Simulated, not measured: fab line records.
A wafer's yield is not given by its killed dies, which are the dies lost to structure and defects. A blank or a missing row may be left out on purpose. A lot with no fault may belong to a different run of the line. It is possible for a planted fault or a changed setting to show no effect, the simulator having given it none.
Which tool did it? -- flow gf180mcu -- Sampling: 7 lots, 19 wafers, 2 of 602 route steps

WHAT EACH GAUGE READ, for each wafer
GF_STI_THK_MEAS_24.
lot,measured,on,STI_CVD_23_THK (nm)
L451,day 2 13:41,film_metro-03,648 657 647
L454,day 3 08:37,film_metro-02,645 642 640
L456,day 3 16:20,film_metro-03,653 651 646
L463,day 5 03:52,film_metro-03,1188 1192 1188 1192
L466,day 5 19:19,film_metro-02,1194 657 1194 657
L468,day 6 05:07,film_metro-03,653 651 655
L472,day 7 02:23,film_metro-02,654 649 647

EACH LOT AND THE TOOL THAT RAN IT (in order: tool; ch and the chambers of the sampled wafers; start)
lot,GF_STI_CVD_23
L451,"hdpcvd-01 ch 0,2, day 2 13:37"
L454,"hdpcvd-02 ch 0,1,2, day 3 08:32"
L456,"hdpcvd-01 ch 0,1,2, day 3 16:16"
L463,"hdpcvd-02 ch 0,2, day 5 03:47"
L466,"hdpcvd-02 ch 0,2, day 5 19:14"
L468,"hdpcvd-01 ch 0,1,2, day 6 05:02"
L472,"hdpcvd-01 ch 1,2, day 7 02:19"
- GF_STI_CVD_23: deposits SiO2, target thk 650 nm, time 108.3 s.

THE ANSWER, worked out from the rows above alone
Rule: usual is defined by the lots themselves. The widest of any qualifying gaps counts: lots, ordered by their means at a reading, are off when they make up no more than a third of the lots, leave a main group of 4 or more, and stand apart from it by 3 or more times the standard deviation of that group's means. A main group is skipped when, at the precision printed for the reading in the tables above, its means are all equal. A lot without any number at a reading at which 4 lots or more have one is off too. Where the step has rows for the other lots, those lots are counted as sound.
Off: L463, L466, seen at GF_STI_THK_MEAS_24 (STI_CVD_23_THK). The main group has a mean of 649 nm with a standard deviation of 3.6.
If a tool, at a process step before that reading, ran all the lots that are off and no sound lot after the first of them, it fits. Those tools and the gauges at GF_STI_THK_MEAS_24 are tried in the same way. One fits: GF_STI_CVD_23 on hdpcvd-02. Its last sound lot is L454 (day 3 08:32), its first lot that is off L463 (day 5 03:47): a fault that began between those two fits.

WHAT THE SIMULATOR HAD INSERTED
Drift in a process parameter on hdpcvd-02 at GF_STI_CVD_23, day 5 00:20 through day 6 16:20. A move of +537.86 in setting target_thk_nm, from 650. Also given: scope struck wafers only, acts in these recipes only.
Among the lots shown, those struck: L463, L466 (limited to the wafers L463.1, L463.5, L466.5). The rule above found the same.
